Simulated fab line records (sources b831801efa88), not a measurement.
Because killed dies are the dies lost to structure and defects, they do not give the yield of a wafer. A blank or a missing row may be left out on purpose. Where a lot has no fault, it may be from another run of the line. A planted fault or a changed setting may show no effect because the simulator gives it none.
Chamber matching ; flow sky130 ; 4 sister chambers for SKY_FIELD_ISO_ETCH_17 on rie si-01
The step etches Si in HBr/Cl2/O2, target depth 342 nm, time 97.7 s. 4 wafers are shown with their chamber, then 7 later ones without.

== WAFERS, EACH WITH ITS CHAMBER ==
wafer;chamber;drypump motor current A (A)
L106.4;1;6.7
L106.6;0;6.2
L108.1;3;5.4
L108.2;2;5.1

== WAFERS WHOSE CHAMBER IS MISSING ==
wafer;drypump motor current A (A)
L108.3;6.7
L112.2;5.1
L112.3;5.4
L112.4;6.3
L116.2;6.6
L116.5;5.1
L116.6;5.4

== THE CHAMBER EACH PASSED THROUGH ==
wafer;from the rows above;in truth
L108.3;1;1
L112.2;2;2
L112.3;3;3
L112.4;0;0
L116.2;1;1
L116.5;2;2
L116.6;3;3
Correctly placed: 7 of 7. Not placeable from these rows: 0. Number placed wrongly: 0.
How it was worked out, from the rows above alone: a wafer's distance from a chamber is the root of the sum, over the readings, of the square of ((its reading less the chamber's mean) divided by the reading's scatter). If the next closest chamber is less than 2 further off than the closest, the wafer can't be placed; otherwise it belongs to the closest. The mean given for a chamber averages the wafers shown for that chamber. The scatter: with one shown wafer a chamber, the root of the mean of the squares of how far each hidden wafer lies from its nearest shown one.
